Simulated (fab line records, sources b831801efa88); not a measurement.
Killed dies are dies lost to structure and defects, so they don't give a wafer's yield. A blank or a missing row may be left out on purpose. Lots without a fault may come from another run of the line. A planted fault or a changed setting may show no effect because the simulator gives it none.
A struck lot beside a sound one | flow sky130 | 16 steps out of a route of 708
Sound: wafers L332.1, L332.5, L332.6. Struck: wafers L327.2, L327.3. (L327.4 of the same lot was not struck and is left out.) The cause comes at the end.
At each step with rows: each side's tool, then ch and its chambers, then its first start. Under that, the readings that differ: sound wafers | struck wafers | difference of the means | sigmas: that difference in standard deviations of wafers without a fault.
alike: readings whose means differ by less than 2 such deviations, and words and numbers that are the same on both sides. not compared: withheld readings, readings that some wafer has no value for, bounds like >300 that may hide the same value, and numbers for which the record gives no deviation and whose values overlap.
The two part at a step that has a row with sigmas, a row that says differs or no value, or rows on one side only. Numbers that don't overlap but have no deviation are shown without sigmas and don't part them. A reading that every wafer of one side lacks parts them only if that side has two wafers or more.

SKY_METAL5_SPUTTER_03: material Ti, target thk 5 nm, time 3.408 s.
  sound on pvd_sputter-02, day 47 08:21; struck on pvd_sputter-04, day 46 06:15
  alike: throttle_valve_pct
SKY_METAL5_SPUTTER_04: material TiN, target thk 70 nm, time 58.3 s.
  sound on pvd_sputter-02, day 47 08:22; struck on pvd_sputter-04, day 46 06:16
  alike: throttle_valve_pct
SKY_METAL5_RS_MEAS_05: measures by four-point-probe.
  sound on film_metro-02, day 47 08:25; struck on film_metro-02, day 46 06:20
  alike: METAL5_ALCU_RS
SKY_METAL5_THK_MEAS_06: measures by xrf.
  sound on film_metro-02, day 47 08:32; struck on film_metro-02, day 46 06:26
  reading              | sound          | struck    | difference | sigmas
  METAL5_ALCU_THK (nm) | 1192 1194 1150 | 1159 1132 | -33        | -2
then, 7 steps without rows for these wafers: SKY_METAL5_DEHYDRATE_07 (time 60 s); SKY_METAL5_HMDS_08 (prime time 60 s); SKY_METAL5_COAT_09 (resist thk 1800 nm); SKY_METAL5_SOFTBAKE_10 (time 60 s); SKY_METAL5_EXPOSE_11 (exposes mask MM5, target cd 1600 nm); SKY_METAL5_PEB_12; SKY_METAL5_DEVELOP_13 (develop time 60 s).
SKY_METAL5_DESCUM_14: chemistry O2, time 11 s.
  sound on rie_metal-02 ch 0,1, day 48 04:00; struck on rie_metal-04 ch 0, day 47 02:18
  reading                     | sound             | struck      | difference | sigmas
  drypump_motor_current_A (A) | 6.6 6.6 5.8       | 5.0 5.1     | -1.3       | -2
  oes_product_au (a.u.)       | 1.026 1.018 1.000 | 0.978 0.980 | -0.036     | -2
  not compared: rf_hours_counter_h
SKY_METAL5_METAL_ETCH_15: etches the open film in Cl2/BCl3, stops on SiO2, target depth 1260 nm, time 252 s.
  sound on rie_metal-02 ch 0,1, day 48 04:02; struck on rie_metal-04 ch 0, day 47 02:20
  reading                                     | sound             | struck          | difference | sigmas
  drypump_motor_current_A (A)                 | 6.6 6.6 5.8       | 5.0 5.0         | -1.3       | -2
  oes_product_au (a.u.)                       | 0.903 0.894 0.898 | 0.840 0.843     | -0.057     | -12
  over_etch_frac                              | 0.2 0.2 0.2       | 0.32649 0.32649 | +0.12649   |
  model.NOVOLAK_of_METAL5_COAT_09.thk_nm (nm) | 993.6 994.3 1007  | 983.4 982.6     | -15.3      |
  alike: throttle_valve_pct
  not compared: rf_hours_counter_h
SKY_METAL5_STRIP_16: strips in O2/N2.
  sound on plasma_asher-03 ch 0,1, day 48 04:16; struck on plasma_asher-03 ch 1, day 47 02:34
  alike: drypump_motor_current_A, oes_product_au, strip_time_to_endpoint_s
  not compared: rf_hours_counter_h
then, 1 step without rows for these wafers: SKY_METAL5_STRIP_17 (strips in post etch residue remover, time 1200 s).
SKY_PAD_OPEN_PROBE_99:
  sound on prober-02, day 49 21:28; struck on prober-01, day 48 20:50
  alike: defect_limited_yield, killed_at_M0_to_M3, killed_at_M4_up, killed_at_contacts, killed_at_front_end, killed_at_other, killed_dies, killed_open, killed_short, sort_bin_3_pad_short, sort_bin_5_function, sort_bin_6_memory, sort_n_pass, sort_yield_pct

WHERE THEY PART
First at SKY_METAL5_THK_MEAS_06; last, within this record, at SKY_METAL5_METAL_ETCH_15. Later steps at which nothing parts them and some readings are alike: SKY_METAL5_STRIP_16, SKY_PAD_OPEN_PROBE_99.

WHY: what the simulator had put in
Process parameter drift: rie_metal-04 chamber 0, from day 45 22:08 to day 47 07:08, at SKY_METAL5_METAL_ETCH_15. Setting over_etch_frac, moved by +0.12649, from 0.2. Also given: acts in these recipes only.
